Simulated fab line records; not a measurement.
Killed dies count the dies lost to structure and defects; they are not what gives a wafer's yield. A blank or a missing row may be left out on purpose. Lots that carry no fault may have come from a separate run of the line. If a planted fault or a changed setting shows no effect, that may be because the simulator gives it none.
What tool caused it?    flow sky130    11 lots with 33 wafers sampled at 6 steps, on a route of 708 steps

WHAT THE GAUGES SHOWED, per wafer
SKY_METAL1_RS_MEAS_05: the measuring method here is four-point-probe. Usual: METAL1_ALCU_RS 0.1275 ohm/sq, standard deviation 0.0016.
lot   measured      on            METAL1_ALCU_RS (ohm/sq)  flag
L570  day 32 14:53  filmMetro-02  0.1289 0.1288 0.1275     
L572  day 33 17:45  filmMetro-02  0.1280 0.1296 0.1302     
L573  day 33 20:59  filmMetro-02  0.1254 0.1266 0.1243     
L574  day 33 21:04  filmMetro-01  0.1282 0.1291 0.1282     
L576  day 34 16:29  filmMetro-03  0.1287 0.1272 0.1246     
L578  day 35 00:28  filmMetro-01  0.1267 0.1250 0.1260     
L579  day 35 15:13  filmMetro-01  0.1281 0.1283 0.1283     
L582  day 36 10:01  filmMetro-01  0.1277 0.1260 0.1288     
L590  day 38 19:46  filmMetro-01  0.1273 0.1283 0.1289     

TOOL THAT RAN EACH LOT (tool first, then ch and the chambers of the sampled wafers, then the start)
lot   SKY_LI_CONTACT_SPUTTER_20    SKY_CONTACT_ETCH_17                SKY_CONTACT_ETCH_18                           SKY_CONTACT_STRIP_19                 SKY_CONTACT_SPUTTER_23
L570  pvdSputter-04, day 30 02:05  rieDiel-03 ch 0,1,2, day 32 13:23  rieDiel-03 ch 0,1,2, day 32 13:29 or earlier  plasmaAsher-02 ch 0,1, day 32 13:29  pvdSputter-03, day 32 14:05
L572  pvdSputter-02, day 31 05:47  rieDiel-01 ch 0,3, day 33 16:16    rieDiel-01 ch 0,3, day 33 16:22 or earlier    plasmaAsher-02 ch 0,1, day 33 16:22  pvdSputter-04, day 33 16:57
L573  pvdSputter-03, day 31 09:47  rieDiel-03 ch 1,2,3, day 33 19:25  rieDiel-03 ch 1,2,3, day 33 19:30 or earlier  plasmaAsher-03 ch 0,1, day 33 19:30  pvdSputter-04, day 33 20:05
L574  pvdSputter-02, day 31 10:19  rieDiel-01 ch 1,3, day 33 19:26    rieDiel-01 ch 1,3, day 33 19:32 or earlier    plasmaAsher-04 ch 0,1, day 33 19:32  pvdSputter-03, day 33 20:07
L576  pvdSputter-03, day 32 05:30  rieDiel-02 ch 0,1,3, day 34 14:58  rieDiel-02 ch 0,1,3, day 34 15:04 or earlier  plasmaAsher-02 ch 0,1, day 34 15:04  pvdSputter-03, day 34 15:41
L578  pvdSputter-04, day 32 13:29  rieDiel-02 ch 0,1,3, day 34 22:56  rieDiel-02 ch 0,1,3, day 34 23:02 or earlier  plasmaAsher-04 ch 0,1, day 34 23:02  pvdSputter-04, day 34 23:40
L579  pvdSputter-02, day 33 06:21  rieDiel-03 ch 1,3, day 35 13:43    rieDiel-03 ch 1,3, day 35 13:48 or earlier    plasmaAsher-02 ch 0,1, day 35 13:48  pvdSputter-04, day 35 14:23
L582  pvdSputter-02, day 33 23:53  rieDiel-01 ch 1,3, day 36 08:28    rieDiel-01 ch 1,3, day 36 08:34 or earlier    plasmaAsher-04 ch 0,1, day 36 08:34  pvdSputter-01, day 36 09:13
L585  pvdSputter-03, day 34 20:37  rieDiel-01 ch 1,3, day 37 05:40    rieDiel-01 ch 1,3, day 37 05:47 or earlier    plasmaAsher-02 ch 0,1, day 37 05:47  pvdSputter-01, day 37 06:23
L586  pvdSputter-04, day 35 01:53  rieDiel-03 ch 0,1,2, day 37 10:04  rieDiel-03 ch 0,1,2, day 37 10:09 or earlier  plasmaAsher-04 ch 0,1, day 37 10:09  pvdSputter-01, day 37 10:47
L590  pvdSputter-03, day 36 11:02  rieDiel-02 ch 0,1,3, day 38 18:10  rieDiel-02 ch 0,1,3, day 38 18:18 or earlier  plasmaAsher-04 ch 0,1, day 38 18:18  pvdSputter-04, day 38 18:52
- SKY_LI_CONTACT_SPUTTER_20: material TiN, target thk 20 nm, time 80 s.
- SKY_CONTACT_ETCH_17: etches SiO2 in C4F8/O2/Ar, stops on Si3N4, target depth 340 nm.
- SKY_CONTACT_ETCH_18: etches Si3N4 in CHF3/O2, stops on TiN, time 39 s, target depth 75 nm.
- SKY_CONTACT_STRIP_19: strips in O2/N2.
- SKY_CONTACT_SPUTTER_23: material TiN, target thk 20 nm, time 80 s.

AS READ BY THE TOOLS THEMSELVES (means over the sampled wafers that have a number; for cases with no such wafer, the mark the record gives instead)
SKY_LI_CONTACT_SPUTTER_20. Usual: throttleValvePct 29.4 %, standard deviation 1.
lot   tool           throttleValvePct (%)  flag
L570  pvdSputter-04  28.9                  
L572  pvdSputter-02  29.0                  
L573  pvdSputter-03  29.5                  
L574  pvdSputter-02  29.6                  
L576  pvdSputter-03  29.1                  
L578  pvdSputter-04  29.7                  
L579  pvdSputter-02  30.5                  
L582  pvdSputter-02  29.8                  
L585  pvdSputter-03  29.2                  
L586  pvdSputter-04  29.1                  
L590  pvdSputter-03  28.4                  

SKY_CONTACT_ETCH_17. Usual: biasW 1200 W, standard deviation 3.5; chamberPressureMTorr 40.00 mTorr, standard deviation 0.035; oesProductAu 0.892 a.u., standard deviation 0.0047.
lot   tool        biasW (W)  chamberPressureMTorr (mTorr)  oesProductAu (a.u.)  flag
L570  rieDiel-03  1200       40.03                         0.890                
L572  rieDiel-01  1201       39.97                         0.893                
L573  rieDiel-03  1197       40.02                         0.890                
L574  rieDiel-01  1199       40.01                         0.893                
L576  rieDiel-02  1200       40.00                         0.893                
L578  rieDiel-02  1198       39.99                         0.889                
L579  rieDiel-03  1201       39.99                         0.891                
L582  rieDiel-01  1200       39.98                         0.892                
L585  rieDiel-01  -          -                             -                    OFF
L586  rieDiel-03  -          -                             -                    OFF
L590  rieDiel-02  1198       40.00                         0.884                

SKY_CONTACT_ETCH_18. Usual: O2_flow_sccm 4.998 sccm, standard deviation 0.016; biasW 200.0 W, standard deviation 0.59; drypumpMotorCurrentA 5.8 A, standard deviation 0.34; oesProductAu 0.854 a.u., standard deviation 0.0075; throttleValvePct 8.793 %, standard deviation 0.0095.
lot   tool        O2_flow_sccm (sccm)  biasW (W)  drypumpMotorCurrentA (A)  oesProductAu (a.u.)  throttleValvePct (%)  flag
L570  rieDiel-03  5.004                200.2      6.0                       0.850                8.787                 
L572  rieDiel-01  4.989                200.1      5.8                       0.849                8.791                 
L573  rieDiel-03  4.996                199.5      5.9                       0.853                8.800                 
L574  rieDiel-01  4.994                199.8      6.1                       0.861                8.792                 
L576  rieDiel-02  5.000                199.6      5.2                       0.850                8.789                 
L578  rieDiel-02  4.987                200.0      5.2                       0.844                8.775                 
L579  rieDiel-03  5.010                200.2      6.0                       0.851                8.794                 
L582  rieDiel-01  5.017                200.1      6.1                       0.850                8.787                 
L585  rieDiel-01  5.002                200.2      6.1                       0.372                8.680                 OFF
L586  rieDiel-03  4.998                199.4      6.0                       0.375                8.672                 OFF
L590  rieDiel-02  4.989                200.0      5.1                       0.860                8.792                 

SKY_CONTACT_STRIP_19. Usual: drypumpMotorCurrentA 5.8 A, standard deviation 0.47; oesProductAu 0.381 a.u., standard deviation 0.0049; stripTimeToEndpointS 3.61 s, standard deviation 0.031.
lot   tool            drypumpMotorCurrentA (A)  oesProductAu (a.u.)  stripTimeToEndpointS (s)  flag
L570  plasmaAsher-02  5.3                       0.381                3.65                      
L572  plasmaAsher-02  5.3                       0.382                3.62                      
L573  plasmaAsher-03  5.9                       0.384                3.62                      
L574  plasmaAsher-04  6.2                       0.376                3.60                      
L576  plasmaAsher-02  5.2                       0.389                3.63                      
L578  plasmaAsher-04  6.3                       0.380                3.62                      
L579  plasmaAsher-02  5.3                       0.378                3.59                      
L582  plasmaAsher-04  6.3                       0.378                3.61                      
L585  plasmaAsher-02  5.4                       0.404                4.26                      OFF
L586  plasmaAsher-04  6.3                       0.411                4.30                      OFF
L590  plasmaAsher-04  6.3                       0.379                3.58                      

SKY_CONTACT_SPUTTER_23. Usual: throttleValvePct 30.2 %, standard deviation 1.4.
lot   tool           throttleValvePct (%)  flag
L570  pvdSputter-03  29.2                  
L572  pvdSputter-04  29.1                  
L573  pvdSputter-04  28.2                  
L574  pvdSputter-03  29.3                  
L576  pvdSputter-03  29.0                  
L578  pvdSputter-04  29.5                  
L579  pvdSputter-04  29.6                  
L582  pvdSputter-01  31.5                  
L585  pvdSputter-01  31.6                  
L586  pvdSputter-01  31.5                  
L590  pvdSputter-04  29.8                  

THE ANSWER, worked out from the rows above alone
Rule: lot off if the mean of its wafers having a number is beyond 3 standard deviations from the usual mean. A lot without any number at a reading at which 4 lots or more have one is off too. Any other lot the step has rows for is counted as sound. The gauges are gone through in route order, then the tools' own readings, and for those a lot's mean is taken as printed above. At the first step where some lot is off, the reading lying furthest off is the one used; lots without a number count as furthest.
Off: L585, L586 (SKY_CONTACT_ETCH_17, biasW). Without a number there: L585, L586.
If a tool, at that step or one of the process steps before it, ran each lot that is off and ran no sound lot following the first of them, it fits. No candidate that was tried fits.

WHAT WAS PUT IN BY THE SIMULATOR
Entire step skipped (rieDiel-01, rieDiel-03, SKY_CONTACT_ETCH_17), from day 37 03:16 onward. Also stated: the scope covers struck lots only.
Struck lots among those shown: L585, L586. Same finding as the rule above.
